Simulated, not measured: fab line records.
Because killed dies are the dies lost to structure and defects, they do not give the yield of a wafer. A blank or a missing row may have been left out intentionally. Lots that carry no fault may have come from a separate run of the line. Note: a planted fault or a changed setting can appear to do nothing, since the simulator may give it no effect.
Struck lot and sound lot, side by side    flow sky130    24 out of 708 route steps
Sound: wafers L446.2, L446.3, L446.5. Struck: wafers L452.1, L452.4, L452.6. The cause comes at the end.
For every step that has rows: the tool of each side, followed by ch and its chambers, followed by its first start. Under that, the readings that differ: sound wafers    struck wafers    difference of the means    sigmas: that difference in standard deviations of wafers without a fault.
alike: words and numbers the same on both sides, and readings whose means are apart by under 2 such deviations; not compared: readings that were withheld, readings missing a value for some wafer, numbers with overlapping values and no deviation given by the record, and bounds like >300 which may hide the same value.
A row with sigmas, a row that says differs or no value, or rows on one side alone: a step with any of these is where the two part. Numbers that don't overlap but have no deviation are shown without sigmas and don't part them. A reading missing from all wafers of one side parts the sides only when that side holds two or more wafers.

first, 4 steps without rows for these wafers: SKY_CAPM_SOFTBAKE_08 (time 60 s); SKY_CAPM_EXPOSE_09 (exposes mask CAPM, target cd 1000 nm); SKY_CAPM_PEB_10; SKY_CAPM_DEVELOP_11 (develop time 60 s).
SKY_CAPM_OVL_MEAS_12:
  sound: overlay-01 at day 38 10:19; struck: overlay-01 at day 40 08:39
  alike: CAPM_OVL
SKY_CAPM_METAL_ETCH_13: etches TiN in Cl2/BCl3, stops on SiO2, target depth 220 nm, time 62.9 s.
  sound on rieMetal-04 ch 0,1, day 38 10:20; struck on rieMetal-04 ch 0,1, day 40 08:41
  alike: bcl3FlowSccm, drypumpMotorCurrentA, oesProductAu, throttleValvePct
  not compared: rfHoursCounterH
SKY_CAPM_STRIP_14: strips in O2/N2.
  sound on plasmaAsher-01 ch 0,1, day 38 10:26; struck on plasmaAsher-01 ch 1, day 40 08:46
  alike: drypumpMotorCurrentA, oesProductAu, stripTimeToEndpointS
  not compared: rfHoursCounterH
then, 5 steps without rows for these wafers: SKY_CAPM_STRIP_15 (strips in post etch residue remover, time 1200 s); SKY_CAPM_CLEAN_16 (cleans in IPA, time 180 s); SKY_CAPM_CLEAN_17 (cleans in O3/DIW); SKY_METAL3_DEHYDRATE_05 (time 60 s); SKY_METAL3_HMDS_06 (prime time 60 s).
SKY_METAL3_COAT_07: resist thk 60 nm.
  sound on lithoTrack-01 ch 0, day 38 23:13; struck on lithoTrack-01 ch 0, day 40 21:09
  not compared: resistLineTempC
then, 5 steps without rows for these wafers: SKY_METAL3_COAT_08 (resist thk 1140 nm); SKY_METAL3_SOFTBAKE_09 (time 90 s); SKY_METAL3_EXPOSE_10 (exposes mask MM3, target cd 300 nm); SKY_METAL3_PEB_11; SKY_METAL3_DEVELOP_12 (develop time 60 s).
SKY_METAL3_CD_MEAS_13 targets a cd of 300 nm.
  sound: cdSem-02 at day 39 11:34; struck: cdSem-01 at day 41 09:22
reading    sound              struck             difference  sigmas
cdNm (nm)  297.5 298.5 298.1  302.0 302.3 302.0  +4.1        +3
SKY_METAL3_OVL_MEAS_14:
  sound: overlay-01 at day 39 11:41; struck: overlay-02 at day 41 09:29
  alike: METAL3_OVL
SKY_METAL3_DESCUM_15: chemistry O2, time 8 s.
  sound on rieMetal-03 ch 0,1, day 39 11:43; struck on rieMetal-02 ch 0,1, day 41 09:32
  alike: drypumpMotorCurrentA, oesProductAu
  not compared: rfHoursCounterH
SKY_METAL3_ETCH_16: etches BARC in N2/H2, stops on SiO2, time 88.2 s, target depth 60 nm.
  sound on rieMetal-03 ch 0,1, day 39 11:44; struck on rieMetal-02 ch 0,1, day 41 09:34
reading                  sound              struck             difference  sigmas
oesProductAu (a.u.)      0.629 0.625 0.629  0.639 0.644 0.646  +0.015      +3
model.etch.depthNm (nm)  59.95 60.13 60.08  64.86 64.57 64.78  +4.68       
  alike: drypumpMotorCurrentA, throttleValvePct
  not compared: rfHoursCounterH
SKY_METAL3_ETCH_17: etches SiO2 in C4F8/O2/Ar, stops on TiN, time 3.9 s, target depth 15 nm.
  sound on rieDiel-01 ch 1,2, day 39 11:50; struck on rieDiel-03 ch 1,2,3, day 41 09:40
  alike: oesProductAu
  not compared: rfHoursCounterH
-- the record jumps here: 7 days lie between the struck wafers' starts before and after (it left off in module METAL3 and takes up again in module PAD_OPEN, whose first step shown is number 708 of the route) --
SKY_PAD_OPEN_PROBE_99:
  sound: prober-01 at day 46 13:10; struck: prober-01 at day 48 02:26
  alike: defectLimitedYield, killed_at_M0_to_M3, killed_at_M4_up, killedAtContacts, killedAtFrontEnd, killedAtOther, killedDies, killedOpen, killedShort, sort_bin_3_pad_short, sort_bin_5_function, sort_bin_6_memory, sortNPass, sortYieldPct

## WHERE THEY PART
Earliest at SKY_METAL3_CD_MEAS_13; latest, in this record, at SKY_METAL3_ETCH_16. Later steps at which nothing parts them and some readings are alike: SKY_METAL3_ETCH_17, SKY_PAD_OPEN_PROBE_99.

WHY: the cause the simulator had injected
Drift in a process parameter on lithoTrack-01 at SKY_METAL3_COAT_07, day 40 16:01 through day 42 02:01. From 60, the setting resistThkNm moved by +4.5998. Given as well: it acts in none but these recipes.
